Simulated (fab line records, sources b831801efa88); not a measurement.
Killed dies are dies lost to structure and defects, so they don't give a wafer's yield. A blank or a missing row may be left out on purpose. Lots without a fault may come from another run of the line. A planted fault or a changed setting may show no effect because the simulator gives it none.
A struck lot beside a sound one | flow gf180mcu | 15 steps out of a route of 602
Sound: wafers L158.2, L158.3, L158.4. Struck: wafer L167.2. (L167.4, L167.5 of the same lot were not struck and are left out.) The cause comes at the end.
At each step with rows: each side's tool, then ch and its chambers, then its first start. Under that, the readings that differ: sound wafers | struck wafers | difference of the means | sigmas: that difference in standard deviations of wafers without a fault.
alike: readings whose means differ by less than 2 such deviations, and words and numbers that are the same on both sides. not compared: withheld readings, readings that some wafer has no value for, bounds like >300 that may hide the same value, and numbers for which the record gives no deviation and whose values overlap.
The two part at a step that has a row with sigmas, a row that says differs or no value, or rows on one side only. Numbers that don't overlap but have no deviation are shown without sigmas and don't part them. A reading that every wafer of one side lacks parts them only if that side has two wafers or more.

first, 3 steps without rows for these wafers: GF_V1_STRIP_18 (strips in O2/N2); GF_V1_STRIP_19 (strips in post etch residue remover, time 1200 s); GF_V1_CLEAN_20 (cleans in DIW).
GF_V1_SPUTTER_21: material Ti, target thk 15 nm, time 80.02 s.
  sound on pvd_sputter-01, day 20 05:29; struck on pvd_sputter-03, day 22 16:23
  reading              | sound                | struck | difference | sigmas
  substrate_temp_c (C) | 199.92 200.03 200.23 | 199.70 | -0.36      | -2
  alike: cathode_dc_power_W, throttle_valve_pct
GF_V1_SPUTTER_22: material TiN, target thk 10 nm, time 40 s.
  sound on pvd_sputter-01, day 20 05:32; struck on pvd_sputter-03, day 22 16:26
  alike: cathode_dc_power_W, throttle_valve_pct
then, 1 step without rows for these wafers: GF_V1_CVD_23 (deposits W, target thk 350 nm, time 105.05 s).
GF_V1_RS_MEAS_24: measures by four-point-probe.
  sound on film_metro-02, day 20 05:49; struck on film_metro-02, day 22 16:37
  alike: V1_W_RS
GF_V1_THK_MEAS_25: measures by xrf.
  sound on film_metro-02, day 20 05:56; struck on film_metro-02, day 22 16:43
  alike: V1_W_THK
then, 1 step without rows for these wafers: GF_V1_CMP_26 (polishes, stops on SiO2, t overpolish 15 s, target thk 0 nm).
GF_M2_SPUTTER_00: material Ti, target thk 37.5 nm, time 150 s.
  sound on pvd_sputter-04, day 20 06:17; struck on pvd_sputter-04, day 22 17:04
  alike: cathode_dc_power_W, substrate_temp_c, throttle_valve_pct
GF_M2_SPUTTER_01: material TiN, target thk 30 nm, time 25 s.
  sound on pvd_sputter-04, day 20 06:23; struck on pvd_sputter-04, day 22 17:10
  reading                | sound                | struck | difference | sigmas
  cathode_dc_power_W (W) | 6500.4 6500.4 6499.9 | 6496.6 | -3.6       | -3
  alike: throttle_valve_pct
GF_M2_SPUTTER_02: material AlCu, target thk 450 nm, time 23.9 s.
  sound on pvd_sputter-04, day 20 06:25; struck on pvd_sputter-04, day 22 17:12
  alike: cathode_dc_power_W, throttle_valve_pct
GF_M2_SPUTTER_03: material Ti, target thk 10 nm, time 6.7 s.
  sound on pvd_sputter-04, day 20 06:26; struck on pvd_sputter-04, day 22 17:14
  reading                               | sound                | struck | difference | sigmas
  cathode_dc_power_W (W)                | 2999.3 2999.9 2999.9 | 3206.7 | +207.0     | +99 or more
  model.Ti_of_M2_SPUTTER_03.thk_nm (nm) | 10.03 10.02 10.06    | 10.78  | +0.74      |
  alike: substrate_temp_c, throttle_valve_pct
then, 2 steps without rows for these wafers: GF_M2_SPUTTER_04 (material TiN, target thk 50 nm, time 41.7 s); GF_PASSIVATION_PROBE_99.

WHERE THEY PART
First at GF_V1_SPUTTER_21; last, within this record, at GF_M2_SPUTTER_03.

WHY: what the simulator had put in
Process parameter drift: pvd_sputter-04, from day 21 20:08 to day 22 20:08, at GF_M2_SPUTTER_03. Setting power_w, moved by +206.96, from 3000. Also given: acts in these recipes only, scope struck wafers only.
